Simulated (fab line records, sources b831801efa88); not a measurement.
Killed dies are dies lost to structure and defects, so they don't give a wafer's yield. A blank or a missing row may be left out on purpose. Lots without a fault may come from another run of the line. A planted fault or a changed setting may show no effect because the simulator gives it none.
A struck lot beside a sound one | flow sky130 | 34 steps out of a route of 708
Sound: wafers L446.1, L446.3, L446.4. Struck: wafers L456.1, L456.5. (L456.4 of the same lot was not struck and is left out.) The cause comes at the end.
At each step with rows: each side's tool, then ch and its chambers, then its first start. Under that, the readings that differ: sound wafers | struck wafers | difference of the means | sigmas: that difference in standard deviations of wafers without a fault.
alike: readings whose means differ by less than 2 such deviations, and words and numbers that are the same on both sides. not compared: withheld readings, readings that some wafer has no value for, bounds like >300 that may hide the same value, and numbers for which the record gives no deviation and whose values overlap.
The two part at a step that has a row with sigmas, a row that says differs or no value, or rows on one side only. Numbers that don't overlap but have no deviation are shown without sigmas and don't part them. A reading that every wafer of one side lacks parts them only if that side has two wafers or more.

first, 9 steps without rows for these wafers: SKY_METAL2_DEHYDRATE_07 (time 60 s); SKY_METAL2_HMDS_08 (prime time 60 s); SKY_METAL2_COAT_09 (resist thk 60 nm); SKY_METAL2_COAT_10 (resist thk 450 nm); SKY_METAL2_SOFTBAKE_11 (time 90 s); SKY_METAL2_EXPOSE_12 (exposes mask MM2, target cd 140 nm); SKY_METAL2_PEB_13; SKY_METAL2_DEVELOP_14 (develop time 60 s); SKY_METAL2_DESCUM_17 (chemistry O2, time 8 s).
SKY_METAL2_ETCH_18: etches BARC in N2/H2, stops on SiO2, time 45.9 s, target depth 60 nm.
  sound on rie_metal-04 ch 0,1, day 37 12:03; struck on rie_metal-04 ch 1, day 40 00:42
  alike: bias_w, drypump_motor_current_A, oes_product_au, throttle_valve_pct
  not compared: rf_hours_counter_h
then, 23 steps without rows for these wafers: SKY_METAL2_METAL_ETCH_19 (etches the open film in Cl2/BCl3, stops on SiO2, target depth 360 nm, time 78 s); SKY_METAL2_STRIP_20 (strips in O2/N2); SKY_METAL2_STRIP_21 (strips in post etch residue remover, time 1200 s); SKY_METAL2_CLEAN_22 (cleans in IPA, time 180 s); SKY_METAL2_CLEAN_23 (cleans in O3/DIW); SKY_VIA2_HDPCVD_00 (deposits SiO2, target thk 1180 nm, time 196.7 s); SKY_VIA2_CMP_02 (polishes SiO2); SKY_VIA2_DEHYDRATE_04 (time 60 s); SKY_VIA2_HMDS_05 (prime time 60 s); SKY_VIA2_COAT_06 (resist thk 60 nm); SKY_VIA2_COAT_07 (resist thk 450 nm); SKY_VIA2_SOFTBAKE_08 (time 90 s); SKY_VIA2_EXPOSE_09 (exposes mask VIM2, target cd 200 nm); SKY_VIA2_PEB_10; SKY_VIA2_DEVELOP_11 (develop time 60 s); SKY_VIA2_ETCH_14 (etches BARC in N2/H2, stops on SiO2, time 45.9 s, target depth 60 nm); SKY_VIA2_ETCH_15 (etches SiO2 in C4F8/O2/Ar, stops on TiN, target depth 546 nm, time 84 s); SKY_VIA2_STRIP_16 (strips in O2/N2); SKY_VIA2_STRIP_17 (strips in post etch residue remover, time 1200 s); SKY_VIA2_CLEAN_18 (cleans in IPA, time 180 s); SKY_VIA2_CLEAN_19 (cleans in O3/DIW); SKY_VIA2_SPUTTER_20 (material TiN, target thk 20 nm, time 80 s); SKY_VIA2_CVD_21 (deposits W, target thk 420 nm, time 126.4 s).
-- the record jumps here: 10 days lie between the struck wafers' starts before and after (it left off in module VIA2 and takes up again in module PAD_OPEN, whose first step shown is number 708 of the route) --
SKY_PAD_OPEN_PROBE_99:
  sound on prober-02, day 47 14:05; struck on prober-02, day 49 13:53
  reading                               | sound              | struck      | difference | sigmas
  defect_limited_yield (%)              | 85.2 82.7 81.3     | 72.8 73.0   | -10.2      | -5
  killed_at_M0_to_M3                    | 35 49 45           | 88 94       | +48        | +7
  killed_dies                           | 73 85 92           | 134 133     | +50        | +5
  sort_bin_3_pad_short (%)              | 0.4 1.0 0.8        | 1.8 1.8     | +1.1       | +2
  sort_bin_5_function (%)               | 7.5 10.4 12.6      | 19.7 17.9   | +8.6       | +5
  sort_n_pass                           | 419 407 400        | 358 359     | -50        | -5
  sort_yield_pct (%)                    | 85.2 82.7 81.3     | 72.8 73.0   | -10.2      | -5
  model.etest.tester.sort_n_pass        | 419 407 400        | 358 359     | -50        |
  model.etest.tester.sort_yield_pct (%) | 85.16 82.72 81.3   | 72.76 72.97 | -10.19     |
  model.etest.tester.sort_bin_5_pct (%) | 7.52 10.37 12.6    | 19.72 17.89 | +8.64      |
  model.etest.tester.sort_bin_3_pct (%) | 0.4065 1.016 0.813 | 1.829 1.829 | +1.084     |
  alike: killed_at_M4_up, killed_at_contacts, killed_at_front_end, killed_at_other, killed_open, killed_short, sort_bin_6_memory

WHERE THEY PART
Only at SKY_PAD_OPEN_PROBE_99, within this record.

WHY: what the simulator had put in
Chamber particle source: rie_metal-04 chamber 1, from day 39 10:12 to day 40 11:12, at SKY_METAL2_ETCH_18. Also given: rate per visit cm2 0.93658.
